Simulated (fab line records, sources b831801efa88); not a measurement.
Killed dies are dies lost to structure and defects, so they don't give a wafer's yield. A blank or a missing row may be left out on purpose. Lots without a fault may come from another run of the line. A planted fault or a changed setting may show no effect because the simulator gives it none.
Problem report in the 8D (eight disciplines) form, filled by code | flow gf180mcu | the parts of the form that need people (team, actions taken, sign-off) are left out

1. THE PROBLEM
time_to_endpoint_s at GF_V4_CMP_04 reads a mean of 53 s on 1 wafer of 1 lot; wafers without a fault read 82 s with a standard deviation of 5.9. That is -4.9 standard deviations from the usual mean.
The step: polishes SiO2.
First seen on wafer L209.1, day 26 13:16, on cmp-01. The record holds 39 wafers of 13 lots with a number at this step. Rule for "out", or "out of limits": more than 4 standard deviations from the usual mean. The other wafers with a number count as sound.

2. WHAT IT IS AND WHAT IT IS NOT
question                    | is                 | is not
which readings at this step | time_to_endpoint_s | motor_current_A
which lots                  | L209               | L200, L201, L203, L204, L205, L206, L211, L216, L218, L220, L222, L223
which wafers of those lots  | L209.1             | L209.2, L209.4
read on which tools         | cmp-01             | cmp-02
when                        | from day 26 13:16  | up to then (20 sound wafers); but 18 sound wafers of L211, L216, L218, L220, L222, L223 came after

3. SUSPECTS, AND WHAT RULES EACH OUT
Counting: a tool at a process step up to the reading stays a suspect if it ran every lot that is out. Sound lots after the first of them don't rule it out here, since some wafers of a struck lot are sound.
- cmp-01 at GF_V4_CMP_04 (polishes SiO2): kept. It ran the lot that is out, L209 (day 26 13:16); its last sound lot up to then is L206 (day 25 16:22). Its own readings are out on those wafers: time_to_endpoint_s.
- Within cmp-01 at GF_V4_CMP_04: the wafers that are out ran in chamber 0; their sound lot-mates ran in chambers 1, 3.
Left after counting: cmp-01 at GF_V4_CMP_04.

4. THE CAUSE (what the simulator had put in)
Process parameter drift: cmp-01, from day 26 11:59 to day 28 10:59, at GF_V4_CMP_04. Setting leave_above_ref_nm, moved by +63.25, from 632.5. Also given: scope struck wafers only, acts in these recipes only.
Counting left only this tool.

5. THE CHAIN OF EFFECTS, in route order
Each row: a reading whose mean over the struck wafers that have a number lies more than 3 standard deviations from the usual. Only readings for which the record gives a usual standard deviation are gone through. hours: the time from each lot's start at the first step in this table that gives one to its start at this step, as a median over the lots. sigmas: the change in usual standard deviations.
hours | step          | reading            | usual      | on struck wafers | change | sigmas
0     | GF_V4_CMP_04  | time_to_endpoint_s | 82 s       | 53               | -29    | -4.9
-     | GF_V4_ETCH_17 | oes_product_au     | 0.856 a.u. | 0.896            | +0.040 | +7.8
The process steps in it:
- GF_V4_CMP_04: polishes SiO2.
- GF_V4_ETCH_17: etches SiO2 in C4F8/O2/Ar, stops on TiN, target depth 630 nm.
Later measuring or inspecting steps at which every struck wafer that the step has a row for has a number for every such reading, and none has moved that far: GF_V4_CD_MEAS_14.

6. WHAT WOULD HAVE CAUGHT IT SOONER
In this record the first reading out of limits was taken at day 26 13:16, 1 hour after the fault began at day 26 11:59.
